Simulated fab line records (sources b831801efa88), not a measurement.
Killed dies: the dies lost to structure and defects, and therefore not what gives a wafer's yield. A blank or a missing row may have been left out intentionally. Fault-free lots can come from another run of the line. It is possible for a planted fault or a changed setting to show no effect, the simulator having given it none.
Which tool was responsible? + flow gf180mcu + 6 lots with 18 wafers sampled at 3 steps, on a route of 602 steps

WHAT THE GAUGES SHOWED, per wafer
GF_VT_IMPLANT_RS_MEAS_49: a four-point-probe measurement.
| lot  | measured     | on           | MVPSD_RS (ohm/sq) |
|------|--------------|--------------|-------------------|
| L403 | day 7 20:00  | filmMetro-02 | 1173 1174 1172    |
| L406 | day 8 13:29  | filmMetro-02 | 1168 1165 1165    |
| L417 | day 11 15:42 | filmMetro-03 | 1143 1147 1142    |
| L419 | day 12 04:34 | filmMetro-04 | 1170 1172 1168    |
| L421 | day 12 20:40 | filmMetro-02 | 1165 1170 1167    |
| L423 | day 14 01:11 | filmMetro-03 | 1166 1163 1166    |

WHAT TOOL EACH LOT RAN ON (gives the tool, then ch and the chambers of the sampled wafers, and finally the start)
| lot  | GF_STI_STRIP_15                    | GF_MVPSD_IMPLANT_08             |
|------|------------------------------------|---------------------------------|
| L403 | plasmaAsher-03 ch 0,1, day 2 06:37 | implanter-01 ch 0, day 5 08:29  |
| L406 | plasmaAsher-01 ch 0,1, day 2 23:14 | implanter-03 ch 0, day 6 00:53  |
| L417 | plasmaAsher-02 ch 0,1, day 5 08:54 | implanter-03 ch 0, day 8 17:07  |
| L419 | plasmaAsher-02 ch 0,1, day 5 16:41 | implanter-01 ch 0, day 9 02:43  |
| L421 | plasmaAsher-02 ch 0,1, day 6 05:57 | implanter-02 ch 0, day 9 17:17  |
| L423 | plasmaAsher-01 ch 0,1, day 6 14:50 | implanter-01 ch 0, day 10 18:43 |
- GF_STI_STRIP_15: strips in O2/N2.
- GF_MVPSD_IMPLANT_08

THE ANSWER, worked out from the rows above alone
Rule: usual is defined by the lots themselves. The widest of any qualifying gaps counts: lots, ordered by their means at a reading, are off when they make up no more than a third of the lots, leave a main group of 4 or more, and stand apart from it by 3 or more times the standard deviation of that group's means. The tables above print the reading to a certain number of digits; a main group whose means all agree to those digits is not used. Also off: a lot with no number at a reading for which 4 or more lots have one. The other lots that the step has rows for count as sound.
Off: L417, at GF_VT_IMPLANT_RS_MEAS_49 (MVPSD_RS). For the main group the mean is 1168 ohm/sq and the standard deviation 2.9.
A tool fits if, at a process step before that reading, it ran every lot that is off, and no sound lot after the first of them. Gauges at GF_VT_IMPLANT_RS_MEAS_49: tried the same way as those tools. One fits: GF_MVPSD_IMPLANT_08 on implanter-03. Its last sound lot is L406 (day 6 00:53), its first lot that is off L417 (day 8 17:07): a fault that began between those two fits.

WHAT WAS PUT IN BY THE SIMULATOR
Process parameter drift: implanter-03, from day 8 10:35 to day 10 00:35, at GF_MVPSD_IMPLANT_08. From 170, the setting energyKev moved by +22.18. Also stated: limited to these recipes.
Shown lots that were struck: L417. The rule above found the same.
